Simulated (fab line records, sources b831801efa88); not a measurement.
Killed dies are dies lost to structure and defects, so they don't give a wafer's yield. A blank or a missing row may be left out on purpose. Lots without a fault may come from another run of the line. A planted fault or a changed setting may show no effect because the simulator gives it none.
Chamber matching | flow sfq_line | SFQ_TRILAYER_L0_CAP_PECVD_011 on pecvd-02: 3 sister chambers
The step deposits SiO2 from SiH4/N2O, time 13.333 s, target thk 60 nm. 6 wafers are shown with their chamber, then 7 later ones without.

WAFERS WITH THEIR CHAMBER
wafer  | chamber | heater_power_outer_w (W) | heater_power_w (W)
L380.2 | 0       | 16                       | 66
L384.2 | 0       | 15                       | 65
L385.4 | 2       | 35                       | 89
L385.5 | 1       | 21                       | 66
L398.3 | 2       | 41                       | 100
L398.5 | 1       | 22                       | 66

WAFERS WITHOUT THEIR CHAMBER
wafer  | heater_power_outer_w (W) | heater_power_w (W)
L398.6 | 40                       | 101
L400.3 | 40                       | 94
L400.4 | 39                       | 98
L400.6 | 14                       | 64
L401.2 | 19                       | 69
L401.3 | 40                       | 97
L401.4 | 40                       | 98

WHICH CHAMBER EACH WENT THROUGH
wafer  | from the rows above     | in truth
L398.6 | 2                       | 2
L400.3 | 2                       | 2
L400.4 | 2                       | 2
L400.6 | 0                       | 0
L401.2 | can't be placed: 1 or 0 | 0
L401.3 | 2                       | 2
L401.4 | 2                       | 2
Placed correctly: 6 of 7. Can't be placed from these rows: 1 (the true chamber is among the candidates in 1). Placed wrongly: 0.
How it was worked out, from the rows above alone: a wafer's distance from a chamber is the root of the sum, over the readings, of the square of ((its reading less the chamber's mean) divided by the reading's scatter). The wafer belongs to the nearest chamber; if the next one is less than 2 further off, it can't be placed. A chamber's mean is the mean of its shown wafers. The scatter: the root of (the sum of the squares of (reading less its chamber's mean) over the shown wafers, divided by (wafers less chambers)).
